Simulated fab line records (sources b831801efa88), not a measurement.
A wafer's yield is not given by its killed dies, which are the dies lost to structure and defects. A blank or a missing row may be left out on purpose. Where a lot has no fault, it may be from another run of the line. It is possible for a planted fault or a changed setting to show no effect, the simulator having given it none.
2 desks looking at one fault | flow sfq line | numbers are kept per desk, each desk with only its own; the story behind them comes last

## THE METROLOGY DESK
Means of the sampled wafers that have a number, per lot and without regard to the tool the lot ran on: this is what the gauges read. The brackets show how far a lot's mean lies from the usual mean; more than 4 standard deviations puts the lot out of limits, marked OUT.
Columns: A = I2_OVL at SFQ_I2_OVL_MEAS_918, usual 1 nm; B = R5_MONX_THK at SFQ_R5_THK_MEAS_934, usual 40.6 nm
lot  | first seen here | A  | B
L536 | day 23 21:56    | 4  | 40.6
L537 | day 23 23:08    | -5 | 40.6
L541 | day 31 00:05    | 5  | 41.2
L542 | day 31 07:17    | -1 | 40.5
L544 | day 31 12:04    | -1 | 40.3
L545 | day 38 03:03    | 6  | 40.9
L546 | day 38 05:27    | -2 | 40.9
L548 | day 38 15:03    | 5  | 40.5
L549 | day 38 16:15    | 1  | 40.9
L550 | day 38 17:27    | -2 | 40.6
L551 | day 38 19:52    | -7 | 40.1
L554 | day 38 23:27    | 2  | 41.2
L558 | day 39 06:39    | 3  | 40.3
L559 | day 39 07:51    | -3 | 40.6
This desk's verdict: no lot among the 14 shows anything out of limits.

## DESK OF THE TOOL OWNER: rie metal-04
The tool's own readings at SFQ_TRILAYER_R5_ETCH_METAL_ETCH_139 (etches the open film in Cl2, stops on SiO2, target depth 60 nm, time 40 s): means of the sampled wafers that have a number, for each lot that ran on this tool. The brackets show how far a lot's mean lies from the usual mean; more than 4 standard deviations puts the lot out of limits, marked OUT.
Columns: A = chamber pressure mTorr at SFQ_TRILAYER_R5_ETCH_METAL_ETCH_139, usual 9.999 mTorr; B = drypump motor current A at SFQ_TRILAYER_R5_ETCH_METAL_ETCH_139, usual 5.9 A; C = oes product au at SFQ_TRILAYER_R5_ETCH_METAL_ETCH_139, usual 0.991 a.u.; D = rf fwd power W at SFQ_TRILAYER_R5_ETCH_METAL_ETCH_139, usual 593.2 W
lot  | first seen here | A      | B   | C               | D
L537 | day 47 05:26    | 9.992  | 5.9 | 0.989           | 591.4
L541 | day 47 11:26    | 10.009 | 6.1 | 0.989           | 590.1
L548 | day 61 08:43    | 10.001 | 5.9 | 0.987           | 591.6
L549 | day 61 09:55    | 9.997  | 5.9 | 0.918 (-13) OUT | 497.3 (-38) OUT
L550 | day 61 16:14    | 9.999  | 6.1 | 0.919 (-13) OUT | 495.2 (-39) OUT
This desk finds L549, L550 out of limits, L549 being first, at day 61 09:55 (oes product au at SFQ_TRILAYER_R5_ETCH_METAL_ETCH_139). Within limits: L537, L541, L548.

## TAKEN TOGETHER
An alarm could have come from the tool owner's desk at day 61 09:55, on L549, L550.
At the metrology desk, nothing out of limits was observed.
The metrology desk holds a record of L549, L550, inside its limits.
SFQ_TRILAYER_R5_ETCH_METAL_ETCH_139 was run on rie metal-04 by each of the lots named.

## WHAT THE SIMULATOR HAD PUT IN
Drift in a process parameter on rie metal-04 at SFQ_TRILAYER_R5_ETCH_METAL_ETCH_139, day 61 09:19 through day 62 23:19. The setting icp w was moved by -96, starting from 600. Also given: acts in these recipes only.
Shown lots that were struck: L549, L550.
Hours from the fault's start to each desk's first reading out of limits: the tool owner's desk, 1.
